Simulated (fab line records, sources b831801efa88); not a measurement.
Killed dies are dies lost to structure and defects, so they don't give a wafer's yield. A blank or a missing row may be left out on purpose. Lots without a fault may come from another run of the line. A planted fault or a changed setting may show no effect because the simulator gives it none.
fab line records | flow sky130 | part 1 of 2: steps 1 to 27 of 39
record lots=5 wafers=15 last_day=50
route steps=708 shown RES_XHIGH@360 SALICIDE@361 LI_CONTACT@362 LOCAL_INTERCONNECT@387
lots that met no fault: from a run of the same line without faults
start_h: hours from the record's first day to the start of the lot's first wafer shown | wait_h: hours since the lot's step before | " the same as in the row above | L1.1+2: a row that stands for several wafers | - no value, or no start given | * or withheld: withheld | < > ~ a bound
route shown NAME@n: a module of which the file shows steps, and the number in the route of the first | usual: mean/standard deviation of fault-free wafers | same: alike in all rows | chamber/n: place in a boat | sites: the reading at each site | _std_site: their standard deviation | _edge_site: outer sites' mean less inner sites' | radius_mm: how far each site lies from the wafer's centre | mask NAME#n: copy n | behind: the tool/chamber that last shaped the wafer | hold: why the lot was held/for how many hours/how that ended | device: the transistor (n, p or np) that didn't switch | end of line: the same wafers' tests at the end of the route | a step without rows: its recipe alone | killed: dies lost to structure and defects at the first sort, not the wafer's yield | map: a wafer's dies, x killed, . not, _ none there
set.NAME: the setting as run; set.NAME@STEP: as run at that earlier step | model.NAME: the simulator's own value behind a step, which no gauge read
lots at some steps of the route; a table a step, a row a wafer
services: from which hour (start_h, from the record's first day; less than 0 if before it) a tool's chamber was out of use, for how many hours, and why
## steps
# step SKY_SD_N_RS_MEAS_18
# recipe thk_meas_gauge=four-point-probe
# usual RES_XHIGH_RS=333.1/1.3
# columns lot.wafer tool chamber start_h wait_h RES_XHIGH_RS[ohm/sq]
L076.2 film_metro-02 - 660.67 0.1 335.2
L076.4 " - " " 334.5
L076.6 " - " " 335.0
L077.1 film_metro-01 - 685.46 0.1 331.7
L077.2 " - " " 331.0
L077.5 " - " " 330.3
L082.2 film_metro-01 - 710.34 0.1 331.5
L082.4 " - " " 331.7
L082.5 " - " " 332.7
L091.4 film_metro-04 - 785.32 0.1 331.9
L091.5 " - " " 333.2
L091.6 " - " " 333.4
L095.1 film_metro-04 - 814.85 0.1 334.7
L095.2 " - " " 334.7
L095.5 " - " " 334.2
# step SKY_SALICIDE_CLEAN_00
# recipe chemistry=HF-last time_s=30 dilution=100:1 dry=ipa_marangoni
# same time_s=30
# columns lot.wafer tool chamber start_h wait_h
L076.2+4+6 wet_bench-02 1 660.77 0.1
L077.1+2+5 wet_bench-04 0 685.58 0.1
L082.2+4+5 wet_bench-02 3 710.44 0.1
L091.4+5+6 wet_bench-04 1 785.38 0.0
L095.1+2+5 wet_bench-04 1 814.97 0.1
# step SKY_LI_CONTACT_HDPCVD_00
# recipe material=PSG target_thk_nm=930 sigma_open_frac=0.3 time_s=155 temp_c=600 sih4_flow_sccm=60 pressure_mtorr=6
# usual sih4_flow_sccm=60.02/0.18
# same time_s=155
# columns lot.wafer tool chamber start_h wait_h sih4_flow_sccm
L076.2 hdpcvd-01 1 660.78 0.0 60.07
L076.4 " 0 " " 60.16
L076.6 " 2 " " 60.41
L077.1 hdpcvd-01 2 685.60 0.0 59.77
L077.2 " 1 " " 59.97
L077.5 " 2 " " 59.85
L082.2 hdpcvd-02 0 710.46 0.0 59.91
L082.4 " 1 " " 60.05
L082.5 " 0 " " 59.84
L091.4 hdpcvd-01 2 785.45 0.1 59.98
L091.5 " 0 " " 59.98
L091.6 " 1 " " 59.87
L095.1 hdpcvd-01 0 814.98 0.0 59.94
L095.2 " 2 " " 60.18
L095.5 " 0 " " 60.24
# step SKY_LI_CONTACT_THK_MEAS_01
# recipe reads=PSG_of_LI_CONTACT_HDPCVD_00
# usual LI_CONTACT_HDPCVD_THK=933/9.8
# columns lot.wafer tool chamber start_h wait_h LI_CONTACT_HDPCVD_THK[nm]
L076.2 film_metro-01 - 660.90 0.1 932
L076.4 " - " " 930
L076.6 " - " " 935
L077.1 film_metro-04 - 685.70 0.1 922
L077.2 " - " " 933
L077.5 " - " " 940
L082.2 film_metro-02 - 710.57 0.1 931
L082.4 " - " " 936
L082.5 " - " " 935
L091.4 film_metro-02 - 785.53 0.0 939
L091.5 " - " " 925
L091.6 " - " " 943
L095.1 film_metro-04 - 815.09 0.1 926
L095.2 " - " " 928
L095.5 " - " " 917
# step SKY_LI_CONTACT_CMP_02
# recipe material=PSG down_force_psi=4 platen_rpm=60 pad_velocity_m_s=0.94248
# usual motor_current_A=11.0/1 retaining_ring_pressure_frac=0.999/0.0049 time_to_endpoint_s=33.6/2.6
# columns lot.wafer tool chamber start_h wait_h motor_current_A retaining_ring_pressure_frac time_to_endpoint_s
L076.4 cmp-02 1 661.00 0.1 12.4 1.001 28.9
L076.2 " 3 " " 10.6 0.994 27.4
L076.6 " 0 " " 10.4 1.000 33.6
L077.1 cmp-01 3 685.76 0.1 10.8 1.000 31.5
L077.2 " 1 " " 13.3 1.004 34.1
L077.5 " 0 " " 10.2 1.003 36.7
L082.4 cmp-01 0 710.62 0.0 10.3 0.997 39.2
L082.2 " 3 " " 10.6 1.002 29.5
L082.5 " 0 " " 10.0 0.998 34.2
L091.4 cmp-02 1 785.61 0.1 12.3 1.002 37.0
L091.5 " 0 " " 10.4 0.994 34.2
L091.6 " 1 " " 12.3 1.005 36.7
L095.1 cmp-02 0 815.25 0.1 10.1 0.994 33.8
L095.2 " 1 " " 12.4 0.997 36.4
L095.5 " 3 " " 11.1 1.008 32.8
# step SKY_LI_CONTACT_BOW_MEAS_03
# recipe mode=bow
# usual LI_CONTACT_BOW=55/6.5
# columns lot.wafer tool chamber start_h wait_h LI_CONTACT_BOW[um]
L076.2 film_metro-02 - 661.27 0.1 52
L076.4 " - " " 48
L076.6 " - " " 39
L077.1 film_metro-02 - 686.06 0.2 61
L077.2 " - " " 51
L077.5 " - " " 58
L082.2 film_metro-01 - 710.94 0.1 61
L082.4 " - " " 57
L082.5 " - " " 59
L091.4 film_metro-02 - 785.92 0.3 60
L091.5 " - " " 55
L091.6 " - " " 55
L095.1 film_metro-02 - 815.45 0.1 50
L095.2 " - " " 54
L095.5 " - " " 57
# step SKY_LI_CONTACT_DEHYDRATE_04
# recipe temp_c=200 time_s=60
# usual heater_power_total_W=160.38/0.13
# same time_s=60
# columns lot.wafer tool chamber start_h wait_h heater_power_total_W
L076.2 litho_track-04 0 675.29 14.0 160.24
L076.4 " 0 " " 160.19
L076.6 " 0 " " 160.55
L077.1 litho_track-04 0 698.52 12.4 160.19
L077.2 " 0 " " 160.54
L077.5 " 0 " " 160.63
L082.2 litho_track-01 0 723.90 12.9 160.31
L082.4 " 0 " " 160.56
L082.5 " 0 " " 160.32
L091.4 litho_track-03 0 799.24 13.3 160.21
L091.5 " 0 " " 160.20
L091.6 " 0 " " 160.49
L095.1 litho_track-01 0 828.82 13.4 160.36
L095.2 " 0 " " 160.27
L095.5 " 0 " " 160.26
# step SKY_LI_CONTACT_HMDS_05
# recipe prime_time_s=60 prime_temp_c=120
# usual prime_temp_c=119.98/0.15
# columns lot.wafer tool chamber start_h wait_h prime_temp_c
L076.2 litho_track-04 0 675.44 0.1 119.84
L076.4 " 0 " " 119.90
L076.6 " 0 " " 119.73
L077.1 litho_track-04 0 698.67 0.1 120.07
L077.2 " 0 " " 120.14
L077.5 " 0 " " 120.07
L082.2 litho_track-01 0 724.05 0.1 119.76
L082.4 " 0 " " 120.08
L082.5 " 0 " " 119.97
L091.4 litho_track-03 0 799.39 0.1 119.79
L091.5 " 0 " " 119.88
L091.6 " 0 " " 119.92
L095.1 litho_track-01 0 828.97 0.1 120.11
L095.2 " 0 " " 120.04
L095.5 " 0 " " 120.23
# step SKY_LI_CONTACT_COAT_06
# recipe resist=BARC temp_c=withheld time_s=withheld spin_rpm=3000 resist_thk_nm=60
# columns lot.wafer tool chamber start_h wait_h
L076.2+4+6 litho_track-04 0 675.59 0.1
L077.1+2+5 litho_track-04 0 698.82 0.1
L082.2+4+5 litho_track-01 0 724.20 0.1
L091.4+5+6 litho_track-03 0 799.54 0.1
L095.1+2+5 litho_track-01 0 829.12 0.1
# step SKY_LI_CONTACT_COAT_07
# recipe resist=KrF-thick spin_rpm=3000 resist_thk_nm=450
# columns lot.wafer tool chamber start_h wait_h
L076.2+4+6 litho_track-04 0 - -
L077.1+2+5 litho_track-04 0 - -
L082.2+4+5 litho_track-01 0 - -
L091.4+5+6 litho_track-03 0 - -
L095.1+2+5 litho_track-01 0 - -
# step SKY_LI_CONTACT_SOFTBAKE_08
# recipe temp_c=100 time_s=90 resist=KrF-thick
# usual heater_power_total_W=57.36/0.11
# same time_s=90
# columns lot.wafer tool chamber start_h wait_h heater_power_total_W
L076.2 litho_track-04 0 - - 57.41
L076.4 " 0 " " 57.26
L076.6 " 0 " " 57.43
L077.1 litho_track-04 0 - - 57.39
L077.2 " 0 " " 57.17
L077.5 " 0 " " 57.43
L082.2 litho_track-01 0 - - 57.36
L082.4 " 0 " " 57.49
L082.5 " 0 " " 57.56
L091.4 litho_track-03 0 - - 57.42
L091.5 " 0 " " 57.48
L091.6 " 0 " " 57.25
L095.1 litho_track-01 0 - - 57.41
L095.2 " 0 " " 57.37
L095.5 " 0 " " 57.24
# step SKY_LI_CONTACT_EXPOSE_09
# recipe mask_id=LICM1 na=0.8 source_shape=annular sigma_inner=0.55 sigma_outer=0.85 target_cd_nm=170 dose_mj=38
# columns lot.wafer tool chamber start_h wait_h mask
L076.2+4+6 krf_scanner-01 0 - - LICM1#0
L077.1+2+5 krf_scanner-01 0 - - LICM1#0
L082.2+4+5 krf_scanner-01 0 - - LICM1#0
L091.4+5+6 krf_scanner-01 0 - - LICM1#0
L095.1+2+5 krf_scanner-01 0 - - LICM1#0
# step SKY_LI_CONTACT_PEB_10
# recipe peb_temp_c=withheld peb_time_s=withheld resist=KrF-thick
# columns lot.wafer tool chamber start_h wait_h
L076.2+4+6 litho_track-01 0 - -
L077.1+2+5 litho_track-01 0 - -
L082.2+4+5 litho_track-01 0 - -
L091.4+5+6 litho_track-04 0 - -
L095.1+2+5 litho_track-01 0 - -
# step SKY_LI_CONTACT_DEVELOP_11
# recipe develop_time_s=60 resist=KrF-thick dev_temp_c=21
# columns lot.wafer tool chamber start_h wait_h
L076.2+4+6 litho_track-01 0 - -
L077.1+2+5 litho_track-01 0 - -
L082.2+4+5 litho_track-01 0 - -
L091.4+5+6 litho_track-04 0 - -
L095.1+2+5 litho_track-01 0 - -
# step SKY_LI_CONTACT_CD_MEAS_12
# recipe target_cd_nm=170
# usual cd_nm=169.5/1.6
# columns lot.wafer tool chamber start_h wait_h cd_nm
L076.2 cd_sem-02 - 689.54 - 166.3
L076.4 " - " " 167.7
L076.6 " - " " 167.7
L077.1 cd_sem-02 - 713.97 - 167.1
L077.2 " - " " 168.3
L077.5 " - " " 166.4
L082.2 cd_sem-02 - 737.74 - 171.3
L082.4 " - " " 172.3
L082.5 " - " " 171.3
L091.4 cd_sem-02 - 812.33 - 169.5
L091.5 " - " " 168.2
L091.6 " - " " 168.8
L095.1 cd_sem-02 - 842.27 - 170.8
L095.2 " - " " 170.0
L095.5 " - " " 170.6
# step SKY_LI_CONTACT_OVL_MEAS_13
# usual LI_CONTACT_OVL=-6/4.7
# columns lot.wafer tool chamber start_h wait_h LI_CONTACT_OVL[nm]
L076.2 overlay-01 - 689.65 0.1 -8
L076.4 " - " " -5
L076.6 " - " " -5
L077.1 overlay-02 - 714.09 0.1 -1
L077.2 " - " " -2
L077.5 " - " " -5
L082.2 overlay-01 - 737.85 0.1 -3
L082.4 " - " " 3
L082.5 " - " " 3
L091.4 overlay-01 - 812.41 0.1 -1
L091.5 " - " " -5
L091.6 " - " " 1
L095.1 overlay-01 - 842.39 0.1 -9
L095.2 " - " " -8
L095.5 " - " " -7
# step SKY_LI_CONTACT_ETCH_14
# recipe chemistry=N2/H2 target=BARC ion_energy_ev=200 source_w=500 bias_w=100 pressure_mtorr=30 n2_flow_sccm=100 h2_flow_sccm=200 stop_on=SiO2 time_s=45.9 target_depth_a=600
# usual drypump_motor_current_A=5.6/0.32 oes_product_au=0.854/0.005 throttle_valve_pct=13.225/0.0087
# same time_s=45.9
# columns lot.wafer tool chamber start_h wait_h drypump_motor_current_A oes_product_au rf_hours_counter_h throttle_valve_pct
L076.2 rie_diel-02 0 689.68 0.0 5.5 0.852 6 13.232
L076.4 " 3 " " 5.5 0.844 2 13.222
L076.6 " 2 " " 5.3 0.854 - 13.227
L077.1 rie_diel-03 3 714.13 0.0 6.0 0.842 7 13.228
L077.2 " 2 " " 5.7 0.847 19 13.234
L077.5 " 1 " " 5.6 0.849 - 13.211
L082.2 rie_diel-03 2 737.88 0.0 5.7 0.858 20 13.233
L082.4 " 3 " " 6.0 0.851 8 13.234
L082.5 " 2 " " 5.7 0.850 - 13.227
L091.4 rie_diel-02 1 812.42 0.0 6.1 0.856 11 13.220
L091.5 " 0 " " 5.4 0.862 - 13.227
L091.6 " 1 " " 6.1 0.861 - 13.218
L095.1 rie_diel-03 2 842.43 0.0 5.7 0.851 23 13.215
L095.2 " 0 " " 5.3 0.860 3 13.222
L095.5 " 2 " " 5.7 0.866 - 13.233
# step SKY_LI_CONTACT_ETCH_15
# recipe target=PSG chemistry=C4F8/O2/Ar stop_on=Si taper_deg=4.15 mask_material=KrF-thick source_w=1500 bias_w=1200 pressure_mtorr=40 c4f8_flow_sccm=withheld O2_flow_sccm=6 Ar_flow_sccm=300 time_s=withheld target_depth_a=6000
# usual oes_product_au=0.837/0.005
# columns lot.wafer tool chamber start_h wait_h oes_product_au
L076.2 rie_diel-02 0 689.72 0.0 0.834
L076.4 " 3 " " 0.835
L076.6 " 2 " " 0.836
L077.1 rie_diel-03 3 714.17 0.0 0.843
L077.2 " 2 " " 0.837
L077.5 " 1 " " 0.844
L082.2 rie_diel-03 2 737.92 0.0 0.838
L082.4 " 3 " " 0.843
L082.5 " 2 " " 0.839
L091.4 rie_diel-02 1 812.47 0.0 0.837
L091.5 " 0 " " 0.834
L091.6 " 1 " " 0.840
L095.1 rie_diel-03 2 842.47 0.0 0.830
L095.2 " 0 " " 0.836
L095.5 " 2 " " 0.835
# step SKY_LI_CONTACT_STRIP_16
# recipe chemistry=O2/N2 power_w=1400 pressure_mtorr=1500 platen_temp_c=withheld o2_flow_sccm=3000 n2_flow_sccm=300 overash_fraction=0.5
# usual drypump_motor_current_A=5.5/0.49 oes_product_au=0.375/0.0045 strip_time_to_endpoint_s=3.49/0.031
# columns lot.wafer tool chamber start_h wait_h drypump_motor_current_A oes_product_au rf_hours_counter_h strip_time_to_endpoint_s
L076.2 plasma_asher-02 0 689.81 - 6.3 0.378 57 3.49
L076.4 " 1 " " 5.2 0.372 - 3.46
L076.6 " 1 " " 5.2 0.377 - 3.47
L077.1 plasma_asher-02 1 714.26 - 5.2 0.363 59 3.46
L077.2 " 0 " " 6.2 0.376 59 3.46
L077.5 " 1 " " 5.2 0.376 - 3.52
L082.2 plasma_asher-02 1 738.01 - 5.2 0.374 62 3.47
L082.4 " 1 " " 5.2 0.362 - 3.50
L082.5 " 0 " " 6.3 0.376 - 3.49
L091.4 plasma_asher-02 0 812.59 - 6.3 0.381 - 3.54
L091.5 " 0 " " 6.3 0.384 - 3.51
L091.6 " 1 " " 5.2 0.373 - 3.53
L095.1 plasma_asher-03 0 842.56 - 5.0 0.378 102 3.49
L095.2 " 1 " " 5.1 0.373 102 3.54
L095.5 " 1 " " 5.1 0.374 - 3.49
# step SKY_LI_CONTACT_CLEAN_17
# recipe chemistry=NMP time_s=600 temp_c=60 dry=n2_spin
# same time_s=600
# columns lot.wafer tool chamber start_h wait_h
L076.2+4+6 wet_bench-01 3 689.91 0.1
L077.1+2+5 wet_bench-04 0 714.36 0.1
L082.2+4+5 wet_bench-02 1 738.11 0.1
L091.4+5+6 wet_bench-01 0 812.65 0.0
L095.1+2+5 wet_bench-04 1 842.66 0.1
# step SKY_LI_CONTACT_PRE_CLEAN_18
# recipe gas=Ar time_s=5.6 bias_v=358
# same time_s=5.6
# columns lot.wafer tool chamber start_h wait_h
L076.2+4+6 pvd_sputter-02 - 690.11 0.0
L077.1+2+5 pvd_sputter-01 - 714.55 0.0
L082.2+4+5 pvd_sputter-02 - 738.28 0.0
L091.4+5+6 pvd_sputter-01 - 812.83 0.0
L095.1+2+5 pvd_sputter-02 - 842.83 0.0
# step SKY_LI_CONTACT_SPUTTER_19
# recipe material=Ti target_thk_nm=20 chamber_pressure_pa=5 power_w=2500 substrate_temp_c=200 time_s=106.37
# usual throttle_valve_pct=30.3/0.87
# same time_s=106.37
# columns lot.wafer tool chamber start_h wait_h throttle_valve_pct
L076.2 pvd_sputter-02 - 690.13 0.0 30.3
L076.4 " - " " 30.0
L076.6 " - " " 30.5
L077.1 pvd_sputter-01 - 714.57 0.0 30.3
L077.2 " - " " 30.2
L077.5 " - " " 30.2
L082.2 pvd_sputter-02 - 738.30 0.0 30.8
L082.4 " - " " 28.2
L082.5 " - " " 29.9
L091.4 pvd_sputter-01 - 812.85 0.0 30.0
L091.5 " - " " 31.3
L091.6 " - " " 30.0
L095.1 pvd_sputter-02 - 842.85 0.0 30.5
L095.2 " - " " 30.7
L095.5 " - " " 28.4
# step SKY_LI_CONTACT_SPUTTER_20
# recipe material=TiN target_thk_nm=20 chamber_pressure_pa=5 power_w=4000 time_s=80
# usual throttle_valve_pct=30.3/0.88
# same time_s=80
# columns lot.wafer tool chamber start_h wait_h throttle_valve_pct
L076.2 pvd_sputter-02 - 690.21 0.0 30.5
L076.4 " - " " 29.8
L076.6 " - " " 30.6
L077.1 pvd_sputter-01 - 714.64 0.0 30.3
L077.2 " - " " 29.9
L077.5 " - " " 30.0
L082.2 pvd_sputter-02 - 738.38 0.0 31.1
L082.4 " - " " 28.2
L082.5 " - " " 29.9
L091.4 pvd_sputter-01 - 812.92 0.0 30.1
L091.5 " - " " 31.3
L091.6 " - " " 29.7
L095.1 pvd_sputter-02 - 842.93 0.0 30.6
L095.2 " - " " 30.4
L095.5 " - " " 28.4
# step SKY_LI_CONTACT_CVD_21
# recipe material=W target_thk_nm=400 time_s=120.56 temp_c=400 pressure_torr=40
# usual heater_power_w=837/31
# same time_s=120.56
# columns lot.wafer tool chamber start_h wait_h heater_power_w
L076.2 cvd_w-02 0 690.27 0.0 783
L076.4 " 0 " " 809
L076.6 " 1 " " 878
L077.1 cvd_w-01 1 714.70 0.0 846
L077.2 " 0 " " 838
L077.5 " 0 " " 841
L082.2 cvd_w-01 0 738.44 0.0 819
L082.4 " 0 " " 815
L082.5 " 1 " " 862
L091.4 cvd_w-01 1 813.03 0.1 841
L091.5 " 1 " " 857
L091.6 " 0 " " 819
L095.1 cvd_w-02 0 842.99 0.0 804
L095.2 " 1 " " 890
L095.5 " 1 " " 874
# step SKY_LI_CONTACT_RS_MEAS_22
# recipe thk_meas_gauge=four-point-probe reads=W_of_LI_CONTACT_CVD_21+TiN_of_LI_CONTACT_SPUTTER_20+Ti_of_LI_CONTACT_SPUTTER_19
# usual LI_CONTACT_W_RS=0.283/0.0049
# columns lot.wafer tool chamber start_h wait_h LI_CONTACT_W_RS[ohm/sq]
L076.2 film_metro-01 - 690.42 0.1 0.290
L076.4 " - " " 0.288
L076.6 " - " " 0.289
L077.1 film_metro-04 - 714.83 0.1 0.285
L077.2 " - " " 0.276
L077.5 " - " " 0.275
L082.2 film_metro-02 - 738.58 0.1 0.277
L082.4 " - " " 0.277
L082.5 " - " " 0.281
L091.4 film_metro-04 - 813.17 0.1 0.280
L091.5 " - " " 0.284
L091.6 " - " " 0.277
L095.1 film_metro-01 - 843.11 0.1 0.287
L095.2 " - " " 0.284
L095.5 " - " " 0.282
# step SKY_LI_CONTACT_THK_MEAS_23
# recipe thk_meas_gauge=xrf reads=W_of_LI_CONTACT_CVD_21
# usual LI_CONTACT_W_THK=408/7.5
# columns lot.wafer tool chamber start_h wait_h LI_CONTACT_W_THK[nm]
L076.2 film_metro-01 - 690.53 0.1 402
L076.4 " - " " 406
L076.6 " - " " 406
L077.1 film_metro-04 - 714.95 0.1 401
L077.2 " - " " 415
L077.5 " - " " 417
L082.2 film_metro-02 - 738.69 0.1 423
L082.4 " - " " 421
L082.5 " - " " 418
L091.4 film_metro-04 - 813.26 0.1 412
L091.5 " - " " 408
L091.6 " - " " 419
L095.1 film_metro-01 - 843.23 0.1 401
L095.2 " - " " 400
L095.5 " - " " 406
# step SKY_LI_CONTACT_CMP_24
# recipe stop_on=PSG t_overpolish_s=20 down_force_psi=3.5 platen_rpm=60 target_thk_nm=0 pad_velocity_m_s=0.94248
# usual motor_current_A=10.0/0.85 overpolish_run_s=20.000/0.0099 retaining_ring_pressure_frac=1.000/0.0052 time_to_endpoint_s=98/3.7
# columns lot.wafer tool chamber start_h wait_h motor_current_A overpolish_run_s retaining_ring_pressure_frac time_to_endpoint_s
L076.4 cmp-02 0 690.63 0.1 9.5 19.994 0.999 95
L076.2 " 2 " " 8.6 19.989 0.999 99
L076.6 " 3 " " 10.0 20.004 0.996 94
L077.2 cmp-02 1 715.01 0.0 11.3 20.007 0.993 106
L077.1 " 0 " " 9.6 19.993 0.999 98
L077.5 " 1 " " 10.0 20.004 0.991 107
L082.4 cmp-02 1 738.74 0.0 11.1 20.002 0.996 100
L082.2 " 2 " " 9.2 19.993 1.001 99
L082.5 " 1 " " 10.6 20.001 0.997 96
L091.4 cmp-01 3 813.39 0.1 10.5 20.004 1.005 96
L091.5 " 1 " " 11.9 19.997 0.999 98
L091.6 " 2 " " 10.2 19.980 0.999 97
L095.1 cmp-02 1 843.61 0.4 11.0 20.014 1.004 100
L095.2 " 3 " " 9.5 19.980 0.998 95
L095.5 " 1 " " 11.0 19.996 1.000 102
